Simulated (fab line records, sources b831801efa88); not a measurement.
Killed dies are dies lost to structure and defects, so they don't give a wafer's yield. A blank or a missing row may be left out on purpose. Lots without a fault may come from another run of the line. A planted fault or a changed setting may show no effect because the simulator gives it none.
Which tool did it? | flow sky130 | 13 lots, 39 wafers sampled, at 5 steps of a route of 708

WHAT THE GAUGES READ, wafer by wafer
The record holds no reading of a measuring or inspecting step that can be judged against a usual standard deviation.

WHICH TOOL RAN EACH LOT (tool, then ch and the chambers of the sampled wafers, then the start)
lot  | SKY_CONTACT_CMP_04            | SKY_METAL4_ETCH_17                 | SKY_VIA4_CMP_02               | SKY_METAL5_SPUTTER_00        | SKY_PAD_OPEN_PROBE_99
L138 | cmp-02 ch 0,1,3, day 30 12:22 | rie_diel-03 ch 1,2,3, day 41 23:09 | cmp-02 ch 0,1,3, day 42 00:14 | pvd_sputter-04, day 43 00:59 | prober-02, day 45 21:56
L139 | cmp-01 ch 0,1,2, day 30 22:29 | rie_diel-04 ch 0,3, day 42 06:49   | cmp-01 ch 0,1,2, day 42 07:58 | pvd_sputter-03, day 43 08:47 | prober-01, day 46 05:41
L140 | cmp-01 ch 1,3, day 31 02:49   | rie_diel-04 ch 0,1, day 42 12:03   | cmp-01 ch 1,3, day 42 13:10   | pvd_sputter-03, day 43 13:12 | prober-02, day 46 10:48
L141 | cmp-02 ch 2,3, day 31 12:43   | rie_diel-04 ch 0,2,3, day 42 17:37 | cmp-01 ch 0,1,2, day 42 18:43 | pvd_sputter-02, day 43 19:16 | prober-01, day 46 15:26
L143 | cmp-02 ch 1,2, day 31 22:25   | rie_diel-01 ch 0,1, day 43 02:52   | cmp-02 ch 2,3, day 43 03:57   | pvd_sputter-02, day 44 03:55 | prober-02, day 46 22:06
L147 | cmp-01 ch 0,1,3, day 33 07:08 | rie_diel-04 ch 0,1,3, day 44 04:51 | cmp-01 ch 1,2,3, day 44 05:56 | pvd_sputter-02, day 45 04:58 | prober-02, day 47 20:32
L148 | cmp-02 ch 0,2,3, day 33 17:22 | rie_diel-04 ch 0,2,3, day 44 14:45 | cmp-02 ch 1,2,3, day 44 15:47 | pvd_sputter-04, day 45 14:58 | prober-01, day 48 06:53
L155 | cmp-01 ch 0,1, day 35 17:33   | rie_diel-03 ch 1,2, day 46 05:25   | cmp-02 ch 0,1,3, day 46 06:30 | pvd_sputter-04, day 47 03:37 | prober-02, day 49 14:08
L157 | cmp-02 ch 0,1,2, day 37 01:06 | rie_diel-01 ch 0,3, day 47 07:43   | cmp-02 ch 0,1,2, day 47 08:45 | pvd_sputter-04, day 48 05:11 | prober-02, day 50 12:56
L158 | cmp-02 ch 0,2, day 37 01:52   | rie_diel-03 ch 0,2,3, day 47 08:40 | cmp-01 ch 0,2,3, day 47 09:43 | pvd_sputter-03, day 48 07:20 | prober-01, day 50 14:32
L159 | cmp-01 ch 0,1,3, day 37 02:21 | rie_diel-03 ch 0,2,3, day 47 09:38 | cmp-02 ch 0,1, day 47 10:41   | pvd_sputter-02, day 48 07:56 | prober-01, day 50 16:05
L160 | cmp-02 ch 0,2,3, day 37 03:08 | rie_diel-01 ch 0,2,3, day 47 10:01 | cmp-01 ch 0,1,3, day 47 11:02 | pvd_sputter-04, day 48 07:53 | prober-02, day 50 15:56
L161 | cmp-01 ch 0,1, day 37 11:41   | rie_diel-04 ch 0,3, day 47 13:43   | cmp-02 ch 2,3, day 47 14:50   | pvd_sputter-02, day 48 12:01 | prober-02, day 50 18:28
- SKY_CONTACT_CMP_04: polishes SiO2.
- SKY_METAL4_ETCH_17: etches SiO2 in C4F8/O2/Ar, stops on TiN, time 3.9 s, target depth 15 nm.
- SKY_VIA4_CMP_02: polishes SiO2.
- SKY_METAL5_SPUTTER_00: material Ti, target thk 15 nm, time 10 s.
- SKY_PAD_OPEN_PROBE_99

WHAT THE TOOLS THEMSELVES READ (means of the sampled wafers that have a number; where no wafer has one, the mark that the record gives instead)
SKY_CONTACT_CMP_04. Usual: motor_current_A 12.3 A, standard deviation 1.3; time_to_endpoint_s 89 s, standard deviation 4.5.
lot  | tool   | motor_current_A (A) | time_to_endpoint_s (s) | flag
L138 | cmp-02 | 11.9                | 91                     |
L139 | cmp-01 | 11.8                | 90                     |
L140 | cmp-01 | 14.2                | 83                     |
L141 | cmp-02 | 12.7                | 85                     |
L143 | cmp-02 | 12.1                | 87                     |
L147 | cmp-01 | 12.7                | 90                     |
L148 | cmp-02 | 11.9                | 92                     |
L155 | cmp-01 | 12.0                | 86                     |
L157 | cmp-02 | 11.7                | 93                     |
L158 | cmp-02 | 11.8                | 87                     |
L159 | cmp-01 | 13.3                | 87                     |
L160 | cmp-02 | 11.8                | 92                     |
L161 | cmp-01 | 12.1                | 85                     |

SKY_METAL4_ETCH_17. Usual: chamber_pressure_mTorr 40.00 mTorr, standard deviation 0.038; oes_product_au 0.755 a.u., standard deviation 0.0072.
lot  | tool        | chamber_pressure_mTorr (mTorr) | oes_product_au (a.u.) | flag
L138 | rie_diel-03 | 39.99                          | 0.751                 |
L139 | rie_diel-04 | 40.03                          | 0.756                 |
L140 | rie_diel-04 | 40.03                          | 0.756                 |
L141 | rie_diel-04 | 40.02                          | 0.757                 |
L143 | rie_diel-01 | 40.01                          | 0.755                 |
L147 | rie_diel-04 | 40.01                          | 0.756                 |
L148 | rie_diel-04 | 40.00                          | 0.754                 |
L155 | rie_diel-03 | 40.03                          | 0.753                 |
L157 | rie_diel-01 | 39.93                          | 0.752                 |
L158 | rie_diel-03 | 40.00                          | 0.750                 |
L159 | rie_diel-03 | 39.99                          | 0.758                 |
L160 | rie_diel-01 | 39.97                          | 0.759                 |
L161 | rie_diel-04 | 40.00                          | 0.750                 |

SKY_VIA4_CMP_02. Usual: motor_current_A 12.3 A, standard deviation 1.2.
lot  | tool   | motor_current_A (A) | flag
L138 | cmp-02 | 11.6                |
L139 | cmp-01 | 12.1                |
L140 | cmp-01 | 13.8                |
L141 | cmp-01 | 11.9                |
L143 | cmp-02 | 12.7                |
L147 | cmp-01 | 12.6                |
L148 | cmp-02 | 12.1                |
L155 | cmp-02 | 11.9                |
L157 | cmp-02 | 11.6                |
L158 | cmp-01 | 13.0                |
L159 | cmp-02 | 10.9                |
L160 | cmp-01 | 12.9                |
L161 | cmp-02 | 12.5                |

SKY_METAL5_SPUTTER_00. Usual: throttle_valve_pct 30.2 %, standard deviation 1.1.
lot  | tool           | throttle_valve_pct (%) | flag
L138 | pvd_sputter-04 | 30.3                   |
L139 | pvd_sputter-03 | 31.2                   |
L140 | pvd_sputter-03 | 30.6                   |
L141 | pvd_sputter-02 | 29.9                   |
L143 | pvd_sputter-02 | 29.0                   |
L147 | pvd_sputter-02 | 30.0                   |
L148 | pvd_sputter-04 | 29.7                   |
L155 | pvd_sputter-04 | 30.3                   |
L157 | pvd_sputter-04 | 29.7                   |
L158 | pvd_sputter-03 | 31.0                   |
L159 | pvd_sputter-02 | 29.6                   |
L160 | pvd_sputter-04 | 29.6                   |
L161 | pvd_sputter-02 | 30.3                   |

SKY_PAD_OPEN_PROBE_99. Usual: killed_at_M0_to_M3 43, standard deviation 6.8; killed_at_M4_up 3.3, standard deviation 1.8; killed_at_contacts 25, standard deviation 5.9; killed_at_front_end 16, standard deviation 4.2; killed_at_other 0.3, standard deviation 0.69; killed_dies 87, standard deviation 8.6; killed_on_rim 17, standard deviation 3.6; killed_open 48, standard deviation 6.3; killed_short 39, standard deviation 5.3.
lot  | tool      | killed_at_M0_to_M3 | killed_at_M4_up | killed_at_contacts | killed_at_front_end | killed_at_other | killed_dies | killed_on_rim | killed_open | killed_short | flag
L138 | prober-02 | 45                 | 4.3             | 31                 | 9                   | 0.0             | 89          | 18            | 51          | 37           |
L139 | prober-01 | 51                 | 3.3             | 22                 | 14                  | 0.0             | 90          | 16            | 52          | 37           |
L140 | prober-02 | 41                 | 3.0             | 24                 | 14                  | 0.0             | 82          | 15            | 46          | 36           |
L141 | prober-01 | 35                 | 5.7             | 23                 | 15                  | 0.0             | 79          | 16            | 43          | 36           |
L143 | prober-02 | 45                 | 4.0             | 27                 | 11                  | 0.3             | 87          | 14            | 48          | 39           |
L147 | prober-02 | 48                 | 3.7             | 25                 | 16                  | 1.3             | 94          | 16            | 48          | 44           |
L148 | prober-01 | 47                 | 5.3             | 47                 | 13                  | 0.3             | 112         | 25            | 47          | 36           | OFF
L155 | prober-02 | 39                 | 3.3             | 26                 | 15                  | 0.3             | 84          | 18            | 50          | 34           |
L157 | prober-02 | 36                 | 3.7             | 24                 | 12                  | 0.3             | 77          | 16            | 42          | 35           |
L158 | prober-01 | 36                 | 2.7             | 23                 | 15                  | 0.0             | 77          | 15            | 46          | 31           |
L159 | prober-01 | 46                 | 5.0             | 18                 | 17                  | 0.0             | 86          | 18            | 49          | 38           |
L160 | prober-02 | 47                 | 2.7             | 31                 | 22                  | 1.0             | 104         | 22            | 54          | 49           |
L161 | prober-02 | 44                 | 1.7             | 24                 | 15                  | 0.3             | 85          | 15            | 50          | 35           |

THE ANSWER, worked out from the rows above alone
Rule: a lot is off if the mean of its wafers that have a number lies more than 3 standard deviations from the usual mean. A lot without any number at a reading at which 4 lots or more have one is off too. The other lots that the step has rows for count as sound. The gauges are gone through in route order, then the tools' own readings, and for those a lot's mean is taken as printed above. The first step at which some lot is off is used, and at that step the reading that is off furthest; a lot without a number counts as furthest.
Off: L148, at SKY_PAD_OPEN_PROBE_99 (killed_at_contacts).
A tool fits if, at that step or a process step before it, it ran every lot that is off, and no sound lot after the first of them. None of those tried fits.

WHAT THE SIMULATOR HAD PUT IN
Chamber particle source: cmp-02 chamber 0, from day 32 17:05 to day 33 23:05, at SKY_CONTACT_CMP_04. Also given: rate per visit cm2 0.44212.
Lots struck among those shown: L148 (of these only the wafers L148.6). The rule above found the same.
